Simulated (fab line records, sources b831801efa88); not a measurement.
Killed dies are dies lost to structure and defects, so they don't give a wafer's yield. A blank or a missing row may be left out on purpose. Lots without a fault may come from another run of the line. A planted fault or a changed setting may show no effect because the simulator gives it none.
Tool commonality check | flow gf180mcu | 11 lots, 33 wafers sampled

WHY IT WAS OPENED
At GF_VT_IMPLANT_TW_MEAS_43 the reading VT_IMPLANT_4_TW is flagged on 1 of 11 lots. Wafers without a fault read 691, standard deviation 6.7.
Rule: a lot is flagged when every wafer of it that has a number lies more than 4 standard deviations from that mean, or none has a number. The other lots count as sound.

lot  | measured     | on            | VT_IMPLANT_4_TW, wafer by wafer | flag
L142 | day 7 19:36  | film_metro-02 | 688 684 684                     |
L145 | day 8 15:46  | film_metro-02 | 681 684 681                     |
L147 | day 9 04:37  | film_metro-02 | 681 685 679                     |
L148 | day 9 13:16  | film_metro-01 | 698 694 693                     |
L150 | day 10 01:28 | film_metro-02 | 680 683 682                     |
L151 | day 10 08:54 | film_metro-03 | 695 694 697                     |
L155 | day 11 11:25 | film_metro-01 | 30 30 30                        | FLAGGED
L160 | day 12 22:26 | film_metro-01 | 695 697 696                     |
L161 | day 13 06:33 | film_metro-03 | 696 698 694                     |
L162 | day 13 08:28 | film_metro-01 | 694 699 694                     |
L164 | day 14 00:58 | film_metro-01 | 701 702 702                     |
The numbers of the flagged lots are 30 on average: -661 against the usual, or -99 standard deviations.

WHICH TOOL RAN EACH LOT
The record holds 3 process steps before the reading, out of a route of 602 steps. In each cell: the tool, then ch and the chambers that the sampled wafers went through, then the start.
lot  | flag    | GF_STI_ETCH_14                  | GF_VT_IMPLANT_STRIP_20               | GF_VT_IMPLANT_EXPOSE_37
L142 |         | rie_si-02 ch 1,2,3, day 2 06:53 | plasma_asher-03 ch 0,1, day 6 12:04  | iline_stepper-01 ch 0, day 7 11:49
L145 |         | rie_si-01 ch 1,2, day 2 21:53   | plasma_asher-04 ch 0,1, day 7 07:37  | iline_stepper-01 ch 0, day 8 07:26
L147 |         | rie_si-01 ch 0,2,3, day 3 08:02 | plasma_asher-04 ch 0,1, day 7 18:51  | iline_stepper-01 ch 0, day 8 19:53
L148 |         | rie_si-02 ch 1,2, day 3 13:11   | plasma_asher-03 ch 0,1, day 8 03:42  | iline_stepper-02 ch 0, day 9 04:55
L150 |         | rie_si-02 ch 1,2, day 4 00:29   | plasma_asher-04 ch 0,1, day 8 14:26  | iline_stepper-02 ch 0, day 9 16:19
L151 |         | rie_si-01 ch 0,2,3, day 4 04:25 | plasma_asher-02 ch 0,1, day 8 22:06  | iline_stepper-02 ch 0, day 9 23:47
L155 | FLAGGED | rie_si-01 ch 2,3, day 5 02:35   | plasma_asher-02 ch 0,1, day 9 23:23  | iline_stepper-02 ch 0, day 11 02:29
L160 |         | rie_si-01 ch 0,3, day 6 03:49   | plasma_asher-02 ch 0,1, day 11 07:56 | iline_stepper-01 ch 0, day 12 12:30
L161 |         | rie_si-01 ch 1,2,3, day 6 08:14 | plasma_asher-03 ch 0,1, day 11 15:31 | iline_stepper-02 ch 0, day 12 20:40
L162 |         | rie_si-01 ch 0,1,2, day 6 13:04 | plasma_asher-04 ch 0,1, day 11 17:45 | iline_stepper-02 ch 0, day 12 22:43
L164 |         | rie_si-02 ch 1,2, day 7 00:19   | plasma_asher-03 ch 0,1, day 12 08:49 | iline_stepper-01 ch 0, day 13 14:26
What these steps do:
- GF_STI_ETCH_14: etches Si in HBr/Cl2/O2, target depth 360 nm, time 102.9 s.
- GF_VT_IMPLANT_STRIP_20: strips in O2/N2.
- GF_VT_IMPLANT_EXPOSE_37: exposes mask Nwell HV AREA, target cd 860 nm.
- GF_VT_IMPLANT_TW_MEAS_43

FLAGGED OVER TOTAL, TOOL BY TOOL (the gauges that took the reading come last)
step                     | tool             | lots run | flagged | share of the flagged lots | sound lots run after its first flagged lot
GF_STI_ETCH_14           | rie_si-01        | 7        | 1       | all                       | 3 (L160,L161,L162)
GF_STI_ETCH_14           | rie_si-02        | 4        | 0       | none                      | -
GF_VT_IMPLANT_STRIP_20   | plasma_asher-02  | 3        | 1       | all                       | 1 (L160)
GF_VT_IMPLANT_STRIP_20   | plasma_asher-03  | 4        | 0       | none                      | -
GF_VT_IMPLANT_STRIP_20   | plasma_asher-04  | 4        | 0       | none                      | -
GF_VT_IMPLANT_EXPOSE_37  | iline_stepper-01 | 5        | 0       | none                      | -
GF_VT_IMPLANT_EXPOSE_37  | iline_stepper-02 | 6        | 1       | all                       | 2 (L161,L162)
GF_VT_IMPLANT_TW_MEAS_43 | film_metro-01    | 5        | 1       | all                       | 3 (L160,L162,L164)
GF_VT_IMPLANT_TW_MEAS_43 | film_metro-02    | 4        | 0       | none                      | -
GF_VT_IMPLANT_TW_MEAS_43 | film_metro-03    | 2        | 0       | none                      | -

WHAT THE TABLE ALLOWS
4 rows of the table ran every flagged lot: rie_si-01 at GF_STI_ETCH_14, plasma_asher-02 at GF_VT_IMPLANT_STRIP_20, iline_stepper-02 at GF_VT_IMPLANT_EXPOSE_37, film_metro-01 at GF_VT_IMPLANT_TW_MEAS_43.
- rie_si-01 at GF_STI_ETCH_14: 1 of its 7 lots flagged. Sound lots ran on it after the first flagged one (L160, L161, L162), which a lasting fault on the whole tool wouldn't allow.
- plasma_asher-02 at GF_VT_IMPLANT_STRIP_20: 1 of its 3 lots flagged. Sound lots ran on it after the first flagged one (L160), which a lasting fault on the whole tool wouldn't allow.
- iline_stepper-02 at GF_VT_IMPLANT_EXPOSE_37: 1 of its 6 lots flagged. Sound lots ran on it after the first flagged one (L161, L162), which a lasting fault on the whole tool wouldn't allow.
- film_metro-01 at GF_VT_IMPLANT_TW_MEAS_43: 1 of its 5 lots flagged. Sound lots ran on it after the first flagged one (L160, L162, L164), which a lasting fault on the whole tool wouldn't allow.
No row of the table ran every flagged lot and no sound lot after the first.

WHAT THE SIMULATOR HAD PUT IN
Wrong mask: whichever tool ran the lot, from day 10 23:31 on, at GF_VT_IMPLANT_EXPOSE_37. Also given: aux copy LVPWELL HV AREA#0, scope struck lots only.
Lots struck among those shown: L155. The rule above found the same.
